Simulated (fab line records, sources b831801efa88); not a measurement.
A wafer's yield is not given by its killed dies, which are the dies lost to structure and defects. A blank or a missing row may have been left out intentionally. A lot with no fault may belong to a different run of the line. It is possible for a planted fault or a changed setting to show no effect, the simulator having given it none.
Problem report in the 8D (eight disciplines) form, filled by code    flow gf180mcu    the parts of the form that need people (team, actions taken, sign-off) are left out

1. WHAT WENT WRONG
Wafers free of any fault read 42.0 nm (standard deviation 0.53) for MIM_CVD_05_THK at GF_MIM_THK_MEAS_06, against a mean of 47.8 nm on 3 wafers of 2 lots. Relative to the usual mean, that is a shift of +11 standard deviations.
First observed at day 30 16:09: wafer L692.2, on film-metro-01. The record has a number at this step for 36 wafers belonging to 12 lots. Rule for "out" (also "out of limits"): further than 4 standard deviations from the usual mean. All remaining wafers that have a number are taken as sound.

2. WHAT IT IS AND WHAT IT IS NOT
question                     is                            is not
which readings at this step  MIM_CVD_05_THK                -
which lots                   L692, L694                    L678, L680, L681, L682, L683, L684, L686, L695, L697, L698
which wafers of those lots   L692.2, L694.3, L694.6        L692.1, L692.4, L694.1
read on which gauges         film-metro-01, film-metro-03  film-metro-04
when                         from day 30 16:09             up to then (23 sound wafers); but 10 sound wafers of L694, L695, L697, L698 came after

3. THE SUSPECTS, EACH WITH WHAT RULES IT OUT
Counting: any tool at a process step up to the reading remains a suspect provided it ran every lot that is out. Sound lots after the first of them don't rule it out here, since some wafers of a struck lot are sound.
- the gauge at GF_MIM_THK_MEAS_06 is ruled out. The wafers that are out were read on 2 gauges (film-metro-01, film-metro-03).
- pecvd-04 at GF_MIM_CVD_05 (deposits Si3N4, target thk 42 nm, time 29.086 s): kept. Every lot that is out went through it, the first being L692 (day 30 16:06); the last sound lot it ran before that was L683 (day 27 20:19).
- In pecvd-04 at GF_MIM_CVD_05, the wafers that are out were processed in chamber 0 and their sound lot-mates in chambers 1, 2.
Remaining after the count: pecvd-04 at GF_MIM_CVD_05.

4. THE CAUSE (what the simulator had put in)
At GF_MIM_CVD_05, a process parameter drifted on pecvd-04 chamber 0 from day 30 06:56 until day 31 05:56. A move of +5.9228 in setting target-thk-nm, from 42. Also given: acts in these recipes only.
Counting left only this tool.

5. THE EFFECT CHAIN, in route order
Each row: a reading whose mean over the struck wafers that have a number lies more than 3 standard deviations from the usual. Readings are gone through only where the record gives a usual standard deviation; hours: the median, over the lots, of the time from a lot's start at the first step in this table giving one to that lot's start at this step; sigmas: the change measured in usual standard deviations.
hours  step                reading         usual    on struck wafers  change  sigmas
0      GF_MIM_THK_MEAS_06  MIM_CVD_05_THK  42.0 nm  47.8              +5.8    +11

6. WHAT WOULD HAVE CAUGHT IT SOONER
In this record the first reading out of limits at a measuring or inspecting step was taken at day 30 16:09, 9 hours after the fault began at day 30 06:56.
No tool reading at GF_MIM_CVD_05 that has a usual standard deviation in the record was out on any struck wafer, so an alarm limit of 4 standard deviations on those readings would not have fired.
L694, from the lots that are out (2), started GF_MIM_CVD_05 on pecvd-04 later than day 30 16:09. Had the tool been put on hold then, it would have been spared.
